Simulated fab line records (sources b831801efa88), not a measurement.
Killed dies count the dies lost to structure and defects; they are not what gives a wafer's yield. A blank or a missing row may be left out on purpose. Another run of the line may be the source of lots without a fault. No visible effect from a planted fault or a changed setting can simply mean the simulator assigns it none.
Shared-tool check || flow sky130 || Lots sampled 11, wafers sampled 33

## THE REASON FOR OPENING IT
SKY_SD_N_TW_MEAS_12, reading SD_N_TW: flagged on 1 of 11 lots. No-fault wafers: 3986, standard deviation 50.
Rule: a lot is flagged when every wafer of it that has a number lies more than 4 standard deviations from that mean, or none has a number. All remaining lots are regarded as sound.

{"lot": "L535", "measured": "day 28 07:30", "on": "film_metro-01", "SD_N_TW, wafer by wafer": "4036 4047 4017", "flag": ""}
{"lot": "L536", "measured": "day 28 17:42", "on": "film_metro-01", "SD_N_TW, wafer by wafer": "4068 4052 4034", "flag": ""}
{"lot": "L537", "measured": "day 29 06:31", "on": "film_metro-01", "SD_N_TW, wafer by wafer": "4016 3998 4014", "flag": ""}
{"lot": "L538", "measured": "day 29 17:44", "on": "film_metro-03", "SD_N_TW, wafer by wafer": "3942 3916 3940", "flag": ""}
{"lot": "L539", "measured": "day 29 18:19", "on": "film_metro-03", "SD_N_TW, wafer by wafer": "3922 3900 3910", "flag": ""}
{"lot": "L540", "measured": "day 30 07:16", "on": "film_metro-04", "SD_N_TW, wafer by wafer": "3956 3944 3938", "flag": ""}
{"lot": "L541", "measured": "day 30 18:02", "on": "film_metro-01", "SD_N_TW, wafer by wafer": "4044 4038 4060", "flag": ""}
{"lot": "L545", "measured": "day 32 00:55", "on": "film_metro-01", "SD_N_TW, wafer by wafer": "30 30 30", "flag": "FLAGGED"}
{"lot": "L548", "measured": "day 32 19:59", "on": "film_metro-01", "SD_N_TW, wafer by wafer": "4004 4016 3994", "flag": ""}
{"lot": "L555", "measured": "day 35 04:37", "on": "film_metro-04", "SD_N_TW, wafer by wafer": "3947 3963 3940", "flag": ""}
{"lot": "L556", "measured": "day 35 09:47", "on": "film_metro-03", "SD_N_TW, wafer by wafer": "3890 3887 3900", "flag": ""}
On average the flagged lots' numbers are 30, which is -3956 against the usual, or -79 standard deviations.

## WHICH TOOL RAN EACH LOT
The record keeps 1 process step preceding the reading, out of 708 steps on the route. Read each cell as the tool, then ch plus the chambers that the sampled wafers visited, then the start.
{"lot": "L535", "flag": "", "SKY_SD_N_EXPOSE_04": "iline_stepper-02 ch 0, day 27 17:44"}
{"lot": "L536", "flag": "", "SKY_SD_N_EXPOSE_04": "iline_stepper-02 ch 0, day 28 02:43"}
{"lot": "L537", "flag": "", "SKY_SD_N_EXPOSE_04": "iline_stepper-02 ch 0, day 28 16:49"}
{"lot": "L538", "flag": "", "SKY_SD_N_EXPOSE_04": "iline_stepper-01 ch 0, day 29 03:18"}
{"lot": "L539", "flag": "", "SKY_SD_N_EXPOSE_04": "iline_stepper-02 ch 0, day 29 03:32"}
{"lot": "L540", "flag": "", "SKY_SD_N_EXPOSE_04": "iline_stepper-01 ch 0, day 29 17:05"}
{"lot": "L541", "flag": "", "SKY_SD_N_EXPOSE_04": "iline_stepper-01 ch 0, day 30 04:06"}
{"lot": "L545", "flag": "FLAGGED", "SKY_SD_N_EXPOSE_04": "iline_stepper-01 ch 0, day 31 11:12"}
{"lot": "L548", "flag": "", "SKY_SD_N_EXPOSE_04": "iline_stepper-01 ch 0, day 32 06:32"}
{"lot": "L555", "flag": "", "SKY_SD_N_EXPOSE_04": "iline_stepper-01 ch 0, day 34 14:59"}
{"lot": "L556", "flag": "", "SKY_SD_N_EXPOSE_04": "iline_stepper-02 ch 0, day 34 20:21"}
What these steps do:
- SKY_SD_N_EXPOSE_04: exposes mask NSDM, target cd 380 nm.
- SKY_SD_N_TW_MEAS_12

## FLAGGED OVER TOTAL, TOOL BY TOOL (the gauges that took the reading come last)
{"step": "SKY_SD_N_EXPOSE_04", "tool": "iline_stepper-01", "lots run": 6, "flagged": 1, "share of the flagged lots": "all", "sound lots run after its first flagged lot": "2 (L548,L555)"}
{"step": "SKY_SD_N_EXPOSE_04", "tool": "iline_stepper-02", "lots run": 5, "flagged": 0, "share of the flagged lots": "none", "sound lots run after its first flagged lot": "-"}
{"step": "SKY_SD_N_TW_MEAS_12", "tool": "film_metro-01", "lots run": 6, "flagged": 1, "share of the flagged lots": "all", "sound lots run after its first flagged lot": "1 (L548)"}
{"step": "SKY_SD_N_TW_MEAS_12", "tool": "film_metro-03", "lots run": 3, "flagged": 0, "share of the flagged lots": "none", "sound lots run after its first flagged lot": "-"}
{"step": "SKY_SD_N_TW_MEAS_12", "tool": "film_metro-04", "lots run": 2, "flagged": 0, "share of the flagged lots": "none", "sound lots run after its first flagged lot": "-"}

## THE TABLE: WHAT IT ALLOWS
Rows of the table that ran all the flagged lots, 2 in number: iline_stepper-01 at SKY_SD_N_EXPOSE_04; film_metro-01 at SKY_SD_N_TW_MEAS_12.
- iline_stepper-01 at SKY_SD_N_EXPOSE_04 ran 6 lots, 1 of them flagged. Sound lots followed the first flagged one (L548, L555) on it, something a lasting fault affecting the whole tool could not allow.
- film_metro-01 at SKY_SD_N_TW_MEAS_12 ran 6 lots, 1 of them flagged. Sound lots followed the first flagged one (L548) on it, something a lasting fault affecting the whole tool could not allow.
Not one row of the table ran every flagged lot while running no sound lot after the first.

## WHAT WAS PUT IN BY THE SIMULATOR
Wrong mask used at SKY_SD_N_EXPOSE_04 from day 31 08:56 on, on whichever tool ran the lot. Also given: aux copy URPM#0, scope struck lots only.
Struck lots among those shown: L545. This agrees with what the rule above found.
